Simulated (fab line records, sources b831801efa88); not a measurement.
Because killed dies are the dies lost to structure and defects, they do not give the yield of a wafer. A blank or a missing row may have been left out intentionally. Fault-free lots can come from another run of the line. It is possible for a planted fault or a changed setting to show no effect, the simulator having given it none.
Struck lot and sound lot, side by side	flow gf180mcu	13 out of 602 route steps
Sound: these wafers, L107.1, L107.5, L107.6. The struck wafers were L995.1, L995.3, L995.4. The cause is given at the end.
For every step that has rows: the tool of each side, followed by ch and its chambers, followed by its first start. Under that, the readings that differ: sound wafers	struck wafers	difference of the means	sigmas: that difference in standard deviations of wafers without a fault.
alike: same words and numbers on both sides, and readings whose means sit less than 2 such deviations apart. not compared: any withheld reading, any reading some wafer has no value for, any bound like >300 that may hide the same value, and any number with overlapping values for which the record gives no deviation.
Wherever a step has rows on one side only, a row that says differs or no value, or a row with sigmas, the two part there. Numbers that have no deviation but don't overlap get no sigmas and don't part them. A reading that every wafer of one side lacks parts them only if that side has two wafers or more.

GF_V2_CD_MEAS_14 targets a cd of 260 nm.
  struck on cd-sem-01, day 22 06:58; sound on cd-sem-02, day 25 22:55
  alike: cd-nm
GF_V2_OVL_MEAS_15:
  struck on overlay-02, day 22 07:05; sound on overlay-01, day 25 23:02
  alike: V2_OVL
GF_V2_ETCH_16: etches BARC in N2/H2.
  sound on rie-diel-01 ch 0,1, day 25 23:04; struck on rie-diel-04 ch 1,2, day 22 07:07
  alike: drypump-motor-current-A, oes-product-au, throttle-valve-pct
GF_V2_ETCH_17: etches SiO2 in C4F8/O2/Ar, stops on TiN, target depth 630 nm.
  sound on rie-diel-01 ch 0,1; struck on rie-diel-04 ch 1,2
  alike: oes-product-au
GF_V2_STRIP_18: strips in O2/N2.
  sound on plasma-asher-03 ch 0,1, day 25 23:11; struck on plasma-asher-02 ch 0,1, day 22 07:14
  alike: drypump-motor-current-A, heater-power-w, oes-product-au
  not compared: rf-hours-counter-h
then, 3 steps without rows for these wafers: GF_V2_STRIP_19 (strips in post etch residue remover, time 1200 s); GF_V2_CLEAN_20 (cleans in DIW); GF_V2_SPUTTER_21 (material Ti, target thk 15 nm, time 80.02 s).
GF_V2_SPUTTER_22: material TiN, target thk 10 nm, time 40 s.
  struck on pvd-sputter-04, day 22 07:51; sound on pvd-sputter-02, day 25 23:47
  alike: throttle-valve-pct
GF_V2_CVD_23: deposits W, target thk 350 nm, time 104.94 s.
  sound on cvd-w-02 ch 0,1, day 25 23:49; struck on cvd-w-02 ch 0,1, day 22 07:53
  alike: heater-power-w
GF_V2_RS_MEAS_24: uses a four-point probe to measure.
  struck on film-metro-02, day 22 08:00; sound on film-metro-04, day 25 23:56
  alike: V2_W_RS
GF_V2_THK_MEAS_25: measures by xrf.
  struck on film-metro-02, day 22 08:07; sound on film-metro-04, day 26 00:04
  alike: V2_W_THK
GF_V2_CMP_26: polishes, stops on SiO2, t overpolish 15 s, target thk 0 nm.
  sound on cmp-01 ch 1,2, day 26 00:07; struck on cmp-02 ch 0,1,2, day 22 08:20
  no value came back on the struck wafers for any of 5 readings (edge-zone-pressure-frac, head-pressure-psi (psi) and others); on the sound wafers edge-zone-pressure-frac reads 1.002 0.996 0.993
reading	sound	struck	difference	sigmas
model.W_of_V2_CVD_23.thk-nm (nm)	0 0 0	365.9 365.1 366	+365.7	
model.SiO2_of_V2_CVD_02.thk-nm (nm)	627.3 630 630.6	633.3 630.8 634.9	+3.7	

## WHERE THEY PART
Only at GF_V2_CMP_26, as far as this record shows.

WHY: what had been put in by the simulator
Step skipped in full: cmp-02, at GF_V2_CMP_26, from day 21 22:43 onward. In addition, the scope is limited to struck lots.
